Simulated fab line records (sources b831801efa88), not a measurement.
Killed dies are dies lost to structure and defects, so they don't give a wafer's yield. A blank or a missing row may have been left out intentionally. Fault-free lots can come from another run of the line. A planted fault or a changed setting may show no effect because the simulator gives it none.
fab line records / flow gf180mcu
[record] lots = 6 wafers = 18 lastDay = 34
route steps=602 shown V4@476
lots with no fault: from the same line, run without faults
startH: start of the lot's first displayed wafer, in hours after the record's first day / waitH: hours from the lot's prior step to this one / " same as the row above / L1.1+2: a row that stands for several wafers / - either no value or no given start / * or withheld: withheld / < > ~ a bound
route shown NAME@n: a module of which the file shows steps, and the number in the route of the first / usual: mean/standard deviation of fault-free wafers / same: alike in all rows / chamber/n: place in a boat / sites: per-site readings / _std_site: how widely they spread, as a standard deviation / _edge_site: the outer-site mean with the inner-site mean subtracted / radiusMm: how far each site lies from the wafer's centre / mask NAME#n: copy n / behind: tool/chamber where the wafer was last shaped / hold: what put the lot on hold/how long, in hours/how the hold closed / device: transistor that didn't switch, given as n, p or np / end of line: the tests these same wafers got at the end of their route / a step given without rows: its recipe and nothing more / killed: dies that structure and defects cost at the first sort, which is not the same as the wafer's yield / map: a wafer's dies, x killed, . not, _ none there
set.NAME: the setting that was run; set.NAME@STEP: the one run at that earlier step / model.NAME: the simulator's own value behind a step, which no gauge read
lots seen at some steps along the route; tables by step, rows by wafer
services: from which hour (startH, from the record's first day; less than 0 if before it) a tool's chamber was out of use, for how many hours, and why
[[steps]]
[step GF_V4_CVD_00]
[recipe] material = SiO2 targetThkNm = 600 sigmaOpenFrac = 0.3 tempC = 400 timeS = 100 sih4FlowSccm = 60 pressureMtorr = 6
[step GF_V4_THK_MEAS_01]
[recipe] reads = SiO2_of_V4_CVD_00
[usual] V4_CVD_00_THK = 599/4.9
lot.wafer=L492.1 tool=filmMetro-01 chamber=- startH=537.05 waitH=0.0 V4_CVD_00_THK[nm]=604
lot.wafer=L492.3 tool=filmMetro-01 chamber=- startH=537.05 waitH=0.0 V4_CVD_00_THK[nm]=602
lot.wafer=L492.4 tool=filmMetro-01 chamber=- startH=537.05 waitH=0.0 V4_CVD_00_THK[nm]=603
lot.wafer=L493.1 tool=filmMetro-04 chamber=- startH=548.07 waitH=0.0 V4_CVD_00_THK[nm]=599
lot.wafer=L493.2 tool=filmMetro-04 chamber=- startH=548.07 waitH=0.0 V4_CVD_00_THK[nm]=609
lot.wafer=L493.6 tool=filmMetro-04 chamber=- startH=548.07 waitH=0.0 V4_CVD_00_THK[nm]=607
lot.wafer=L504.2 tool=filmMetro-01 chamber=- startH=638.41 waitH=0.0 V4_CVD_00_THK[nm]=597
lot.wafer=L504.3 tool=filmMetro-01 chamber=- startH=638.41 waitH=0.0 V4_CVD_00_THK[nm]=597
lot.wafer=L504.5 tool=filmMetro-01 chamber=- startH=638.41 waitH=0.0 V4_CVD_00_THK[nm]=598
lot.wafer=L505.1 tool=filmMetro-02 chamber=- startH=649.76 waitH=0.0 V4_CVD_00_THK[nm]=600
lot.wafer=L505.2 tool=filmMetro-02 chamber=- startH=649.76 waitH=0.0 V4_CVD_00_THK[nm]=598
lot.wafer=L505.4 tool=filmMetro-02 chamber=- startH=649.76 waitH=0.0 V4_CVD_00_THK[nm]=593
lot.wafer=L508.2 tool=filmMetro-02 chamber=- startH=664.48 waitH=0.0 V4_CVD_00_THK[nm]=602
lot.wafer=L508.3 tool=filmMetro-02 chamber=- startH=664.48 waitH=0.0 V4_CVD_00_THK[nm]=604
lot.wafer=L508.6 tool=filmMetro-02 chamber=- startH=664.48 waitH=0.0 V4_CVD_00_THK[nm]=603
lot.wafer=L514.1 tool=filmMetro-02 chamber=- startH=703.77 waitH=0.0 V4_CVD_00_THK[nm]=596
lot.wafer=L514.4 tool=filmMetro-02 chamber=- startH=703.77 waitH=0.0 V4_CVD_00_THK[nm]=595
lot.wafer=L514.5 tool=filmMetro-02 chamber=- startH=703.77 waitH=0.0 V4_CVD_00_THK[nm]=597
[step GF_V4_CVD_02]
[recipe] material = SiO2 targetThkNm = 850 precursor = TEOS tempC = 400 timeS = 94.851 rfW = 600
[usual] heaterPowerW = 669/87
lot.wafer=L492.1 tool=pecvd-03 chamber=0 startH=537.11 waitH=0.1 heaterPowerW=665
lot.wafer=L492.3 tool=pecvd-03 chamber=1 startH=537.11 waitH=0.1 heaterPowerW=724
lot.wafer=L492.4 tool=pecvd-03 chamber=0 startH=537.11 waitH=0.1 heaterPowerW=529
lot.wafer=L493.1 tool=pecvd-02 chamber=2 startH=548.13 waitH=0.1 heaterPowerW=513
lot.wafer=L493.2 tool=pecvd-02 chamber=1 startH=548.13 waitH=0.1 heaterPowerW=765
lot.wafer=L493.6 tool=pecvd-02 chamber=0 startH=548.13 waitH=0.1 heaterPowerW=741
lot.wafer=L504.2 tool=pecvd-03 chamber=0 startH=638.46 waitH=0.0 heaterPowerW=636
lot.wafer=L504.3 tool=pecvd-03 chamber=1 startH=638.46 waitH=0.0 heaterPowerW=610
lot.wafer=L504.5 tool=pecvd-03 chamber=2 startH=638.46 waitH=0.0 heaterPowerW=673
lot.wafer=L505.1 tool=pecvd-02 chamber=1 startH=649.82 waitH=0.1 heaterPowerW=811
lot.wafer=L505.2 tool=pecvd-02 chamber=2 startH=649.82 waitH=0.1 heaterPowerW=499
lot.wafer=L505.4 tool=pecvd-02 chamber=1 startH=649.82 waitH=0.1 heaterPowerW=680
lot.wafer=L508.2 tool=pecvd-03 chamber=0 startH=664.53 waitH=0.0 heaterPowerW=633
lot.wafer=L508.3 tool=pecvd-03 chamber=1 startH=664.53 waitH=0.0 heaterPowerW=668
lot.wafer=L508.6 tool=pecvd-03 chamber=2 startH=664.53 waitH=0.0 heaterPowerW=604
lot.wafer=L514.1 tool=pecvd-02 chamber=2 startH=703.83 waitH=0.1 heaterPowerW=550
lot.wafer=L514.4 tool=pecvd-02 chamber=2 startH=703.83 waitH=0.1 heaterPowerW=595
lot.wafer=L514.5 tool=pecvd-02 chamber=0 startH=703.83 waitH=0.1 heaterPowerW=726
[step GF_V4_THK_MEAS_03]
[recipe] reads = SiO2_of_V4_CVD_02
[usual] V4_CVD_02_THK = 852/10
lot.wafer=L492.1 tool=filmMetro-02 chamber=- startH=537.18 waitH=0.0 V4_CVD_02_THK[nm]=849
lot.wafer=L492.3 tool=filmMetro-02 chamber=- startH=537.18 waitH=0.0 V4_CVD_02_THK[nm]=847
lot.wafer=L492.4 tool=filmMetro-02 chamber=- startH=537.18 waitH=0.0 V4_CVD_02_THK[nm]=867
lot.wafer=L493.1 tool=filmMetro-01 chamber=- startH=548.20 waitH=0.0 V4_CVD_02_THK[nm]=848
lot.wafer=L493.2 tool=filmMetro-01 chamber=- startH=548.20 waitH=0.0 V4_CVD_02_THK[nm]=835
lot.wafer=L493.6 tool=filmMetro-01 chamber=- startH=548.20 waitH=0.0 V4_CVD_02_THK[nm]=862
lot.wafer=L504.2 tool=filmMetro-02 chamber=- startH=638.54 waitH=0.0 V4_CVD_02_THK[nm]=845
lot.wafer=L504.3 tool=filmMetro-02 chamber=- startH=638.54 waitH=0.0 V4_CVD_02_THK[nm]=851
lot.wafer=L504.5 tool=filmMetro-02 chamber=- startH=638.54 waitH=0.0 V4_CVD_02_THK[nm]=867
lot.wafer=L505.1 tool=filmMetro-04 chamber=- startH=649.89 waitH=0.0 V4_CVD_02_THK[nm]=850
lot.wafer=L505.2 tool=filmMetro-04 chamber=- startH=649.89 waitH=0.0 V4_CVD_02_THK[nm]=853
lot.wafer=L505.4 tool=filmMetro-04 chamber=- startH=649.89 waitH=0.0 V4_CVD_02_THK[nm]=862
lot.wafer=L508.2 tool=filmMetro-01 chamber=- startH=664.61 waitH=0.0 V4_CVD_02_THK[nm]=845
lot.wafer=L508.3 tool=filmMetro-01 chamber=- startH=664.61 waitH=0.0 V4_CVD_02_THK[nm]=844
lot.wafer=L508.6 tool=filmMetro-01 chamber=- startH=664.61 waitH=0.0 V4_CVD_02_THK[nm]=857
lot.wafer=L514.1 tool=filmMetro-04 chamber=- startH=703.89 waitH=0.0 V4_CVD_02_THK[nm]=852
lot.wafer=L514.4 tool=filmMetro-04 chamber=- startH=703.89 waitH=0.0 V4_CVD_02_THK[nm]=859
lot.wafer=L514.5 tool=filmMetro-04 chamber=- startH=703.89 waitH=0.0 V4_CVD_02_THK[nm]=860
[step GF_V4_CMP_04]
[recipe] material = SiO2 downForcePsi = 4 platenRpm = 60 padVelocityMS = 0.94248
[usual] edgeZonePressureFrac = 1.001/0.0055 motorCurrentA = 12.2/0.97 timeToEndpointS = 81/4.8
lot.wafer=L492.4 tool=cmp-01 chamber=2 startH=537.37 waitH=0.1 edgeZonePressureFrac=1.008 motorCurrentA=11.9 timeToEndpointS=85
lot.wafer=L492.3 tool=cmp-01 chamber=3 startH=537.37 waitH=0.1 edgeZonePressureFrac=0.997 motorCurrentA=13.5 timeToEndpointS=79
lot.wafer=L492.1 tool=cmp-01 chamber=0 startH=537.37 waitH=0.1 edgeZonePressureFrac=1.004 motorCurrentA=11.8 timeToEndpointS=81
lot.wafer=L493.1 tool=cmp-01 chamber=2 startH=548.32 waitH=0.1 edgeZonePressureFrac=1.001 motorCurrentA=11.8 timeToEndpointS=75
lot.wafer=L493.2 tool=cmp-01 chamber=0 startH=548.32 waitH=0.1 edgeZonePressureFrac=1.007 motorCurrentA=10.9 timeToEndpointS=73
lot.wafer=L493.6 tool=cmp-01 chamber=1 startH=548.32 waitH=0.1 edgeZonePressureFrac=1.000 motorCurrentA=13.3 timeToEndpointS=79
lot.wafer=L504.2 tool=cmp-01 chamber=2 startH=638.59 waitH=0.0 edgeZonePressureFrac=0.996 motorCurrentA=12.1 timeToEndpointS=80
lot.wafer=L504.3 tool=cmp-01 chamber=0 startH=638.59 waitH=0.0 edgeZonePressureFrac=0.998 motorCurrentA=11.2 timeToEndpointS=82
lot.wafer=L504.5 tool=cmp-01 chamber=2 startH=638.59 waitH=0.0 edgeZonePressureFrac=0.996 motorCurrentA=11.9 timeToEndpointS=87
lot.wafer=L505.1 tool=cmp-02 chamber=0 startH=649.95 waitH=0.1 edgeZonePressureFrac=1.002 motorCurrentA=11.5 timeToEndpointS=79
lot.wafer=L505.2 tool=cmp-02 chamber=1 startH=649.95 waitH=0.1 edgeZonePressureFrac=0.992 motorCurrentA=13.0 timeToEndpointS=86
lot.wafer=L505.4 tool=cmp-02 chamber=3 startH=649.95 waitH=0.1 edgeZonePressureFrac=1.009 motorCurrentA=11.2 timeToEndpointS=86
lot.wafer=L508.2 tool=cmp-01 chamber=0 startH=664.76 waitH=0.1 edgeZonePressureFrac=1.008 motorCurrentA=11.3 timeToEndpointS=76
lot.wafer=L508.3 tool=cmp-01 chamber=1 startH=664.76 waitH=0.1 edgeZonePressureFrac=0.996 motorCurrentA=11.9 timeToEndpointS=75
lot.wafer=L508.6 tool=cmp-01 chamber=3 startH=664.76 waitH=0.1 edgeZonePressureFrac=0.994 motorCurrentA=15.1 timeToEndpointS=81
lot.wafer=L514.1 tool=cmp-02 chamber=3 startH=704.00 waitH=0.1 edgeZonePressureFrac=1.006 motorCurrentA=11.3 timeToEndpointS=87
lot.wafer=L514.4 tool=cmp-02 chamber=0 startH=704.00 waitH=0.1 edgeZonePressureFrac=0.992 motorCurrentA=10.9 timeToEndpointS=86
lot.wafer=L514.5 tool=cmp-02 chamber=2 startH=704.00 waitH=0.1 edgeZonePressureFrac=0.993 motorCurrentA=13.2 timeToEndpointS=90
[step GF_V4_BOW_MEAS_05]
[recipe] mode = bow
[usual] V4_BOW = 136/8.1
lot.wafer=L492.1 tool=filmMetro-04 chamber=- startH=537.62 waitH=0.1 V4_BOW[um]=139
lot.wafer=L492.3 tool=filmMetro-04 chamber=- startH=537.62 waitH=0.1 V4_BOW[um]=145
lot.wafer=L492.4 tool=filmMetro-04 chamber=- startH=537.62 waitH=0.1 V4_BOW[um]=137
lot.wafer=L493.1 tool=filmMetro-02 chamber=- startH=548.59 waitH=0.2 V4_BOW[um]=147
lot.wafer=L493.2 tool=filmMetro-02 chamber=- startH=548.59 waitH=0.2 V4_BOW[um]=139
lot.wafer=L493.6 tool=filmMetro-02 chamber=- startH=548.59 waitH=0.2 V4_BOW[um]=130
lot.wafer=L504.2 tool=filmMetro-01 chamber=- startH=638.91 waitH=0.3 V4_BOW[um]=136
lot.wafer=L504.3 tool=filmMetro-01 chamber=- startH=638.91 waitH=0.3 V4_BOW[um]=135
lot.wafer=L504.5 tool=filmMetro-01 chamber=- startH=638.91 waitH=0.3 V4_BOW[um]=133
lot.wafer=L505.1 tool=filmMetro-01 chamber=- startH=650.25 waitH=0.2 V4_BOW[um]=115
lot.wafer=L505.2 tool=filmMetro-01 chamber=- startH=650.25 waitH=0.2 V4_BOW[um]=136
lot.wafer=L505.4 tool=filmMetro-01 chamber=- startH=650.25 waitH=0.2 V4_BOW[um]=141
lot.wafer=L508.2 tool=filmMetro-04 chamber=- startH=665.01 waitH=0.2 V4_BOW[um]=120
lot.wafer=L508.3 tool=filmMetro-04 chamber=- startH=665.01 waitH=0.2 V4_BOW[um]=116
lot.wafer=L508.6 tool=filmMetro-04 chamber=- startH=665.01 waitH=0.2 V4_BOW[um]=131
lot.wafer=L514.1 tool=filmMetro-02 chamber=- startH=704.25 waitH=0.2 V4_BOW[um]=140
lot.wafer=L514.4 tool=filmMetro-02 chamber=- startH=704.25 waitH=0.2 V4_BOW[um]=137
lot.wafer=L514.5 tool=filmMetro-02 chamber=- startH=704.25 waitH=0.2 V4_BOW[um]=141
[step GF_V4_DEHYDRATE_06]
[recipe] tempC = 200 timeS = 60
[step GF_V4_HMDS_07]
[recipe] primeTimeS = 60 primeTempC = 120
[step GF_V4_COAT_08]
[recipe] resist = BARC tempC = withheld timeS = withheld spinRpm = withheld resistThkNm = withheld
[step GF_V4_COAT_09]
[recipe] resist = KrF spinRpm = withheld resistThkNm = 1000
[step GF_V4_SOFTBAKE_10]
[recipe] tempC = 130 timeS = 60 resist = KrF
[step GF_V4_EXPOSE_11]
[recipe] maskId = Via4 targetCdNm = 260 na = 0.68 sourceShape = conventional sigmaOuter = 0.6 doseMj = 38
[step GF_V4_PEB_12]
[recipe] pebTempC = 135 pebTimeS = 87.29 resist = KrF
[usual] chillPlateTempC = 23.04/0.11 exhaustPa = 45.3/0.79
lot.wafer=L492.1 tool=lithoTrack-01 chamber=0 startH=559.64 waitH=- chillPlateTempC=22.94 exhaustPa=44.7
lot.wafer=L492.3 tool=lithoTrack-01 chamber=0 startH=559.64 waitH=- chillPlateTempC=22.94 exhaustPa=44.9
lot.wafer=L492.4 tool=lithoTrack-01 chamber=0 startH=559.64 waitH=- chillPlateTempC=22.98 exhaustPa=45.3
lot.wafer=L493.1 tool=lithoTrack-04 chamber=0 startH=570.17 waitH=- chillPlateTempC=23.17 exhaustPa=46.0
lot.wafer=L493.2 tool=lithoTrack-04 chamber=0 startH=570.17 waitH=- chillPlateTempC=23.23 exhaustPa=45.0
lot.wafer=L493.6 tool=lithoTrack-04 chamber=0 startH=570.17 waitH=- chillPlateTempC=23.20 exhaustPa=43.7
lot.wafer=L504.2 tool=lithoTrack-03 chamber=- startH=657.61 waitH=- chillPlateTempC=- exhaustPa=-
lot.wafer=L504.3 tool=lithoTrack-03 chamber=- startH=657.61 waitH=- chillPlateTempC=- exhaustPa=-
lot.wafer=L504.5 tool=lithoTrack-03 chamber=- startH=657.61 waitH=- chillPlateTempC=- exhaustPa=-
lot.wafer=L505.1 tool=lithoTrack-01 chamber=- startH=669.44 waitH=- chillPlateTempC=- exhaustPa=-
lot.wafer=L505.2 tool=lithoTrack-01 chamber=- startH=669.44 waitH=- chillPlateTempC=- exhaustPa=-
lot.wafer=L505.4 tool=lithoTrack-01 chamber=- startH=669.44 waitH=- chillPlateTempC=- exhaustPa=-
lot.wafer=L508.2 tool=lithoTrack-01 chamber=0 startH=683.62 waitH=- chillPlateTempC=23.13 exhaustPa=45.3
lot.wafer=L508.3 tool=lithoTrack-01 chamber=0 startH=683.62 waitH=- chillPlateTempC=23.04 exhaustPa=45.7
lot.wafer=L508.6 tool=lithoTrack-01 chamber=0 startH=683.62 waitH=- chillPlateTempC=22.94 exhaustPa=45.6
lot.wafer=L514.1 tool=lithoTrack-01 chamber=0 startH=722.59 waitH=- chillPlateTempC=22.83 exhaustPa=45.7
lot.wafer=L514.4 tool=lithoTrack-01 chamber=0 startH=722.59 waitH=- chillPlateTempC=22.80 exhaustPa=47.0
lot.wafer=L514.5 tool=lithoTrack-01 chamber=0 startH=722.59 waitH=- chillPlateTempC=22.98 exhaustPa=45.8
[step GF_V4_DEVELOP_13]
[recipe] developTimeS = 60 resist = KrF devTempC = 21
[[services]]
tool=cmp-01 chamber=- startH=516.79 hours=1.0 kind=repair
tool=pecvd-02 chamber=2 startH=526.67 hours=10.6 kind=repair
tool=cmp-02 chamber=- startH=535.44 hours=2.7 kind=repair
tool=cmp-02 chamber=- startH=572.15 hours=4.0 kind=pm
tool=cmp-02 chamber=- startH=576.15 hours=- kind=consumableReplace:conditioner
tool=cmp-02 chamber=- startH=576.15 hours=- kind=consumableReplace:pad
tool=lithoTrack-01 chamber=- startH=589.46 hours=- kind=consumableReplace:filter
tool=pecvd-02 chamber=- startH=591.12 hours=14.0 kind=pm
tool=pecvd-02 chamber=0 startH=591.12 hours=14.0 kind=ventCycle
tool=pecvd-02 chamber=1 startH=591.12 hours=14.0 kind=ventCycle
tool=pecvd-02 chamber=2 startH=591.12 hours=14.0 kind=ventCycle
tool=pecvd-02 chamber=0 startH=605.12 hours=- kind=clean
tool=pecvd-02 chamber=1 startH=605.12 hours=- kind=clean
tool=pecvd-02 chamber=2 startH=605.12 hours=- kind=clean
tool=pecvd-02 chamber=2 startH=613.42 hours=5.2 kind=repair
tool=cmp-02 chamber=- startH=618.27 hours=7.1 kind=pm
tool=cmp-02 chamber=- startH=672.04 hours=3.1 kind=repair
tool=lithoTrack-04 chamber=- startH=681.40 hours=- kind=consumableReplace:filter
tool=cmp-02 chamber=- startH=686.79 hours=1.9 kind=repair
tool=cmp-02 chamber=- startH=715.45 hours=0.8 kind=repair
[[key]]
[firstSign] step = GF_V4_PEB_12 reading = toolRecord direction = missing
effect none on later readings
metAt GF_V4_PEB_12
struckWafers L504.2,L504.3,L504.5,L505.1,L505.2,L505.4
laterRowsLeftOut L504.2,L504.3,L504.5,L505.1,L505.2,L505.4
sortLeftOut L504.2,L504.3,L504.5,L505.1,L505.2,L505.4
onsetBetween 559.64 657.61
[fault] kind = skippedStepWhole tool = lithoTrack-01,lithoTrack-03 chamber = - onsetH = 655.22 steps = GF_V4_PEB_12 scope = struckLotsOnly
// sortLeftOut: the simulated sort isn't trusted on such a fault, so these wafers' sort isn't shown, and their yield isn't known
// laterRowsLeftOut: the simulator's readings of these wafers behind a module that went badly wrong aren't trusted and aren't shown, but for the sort
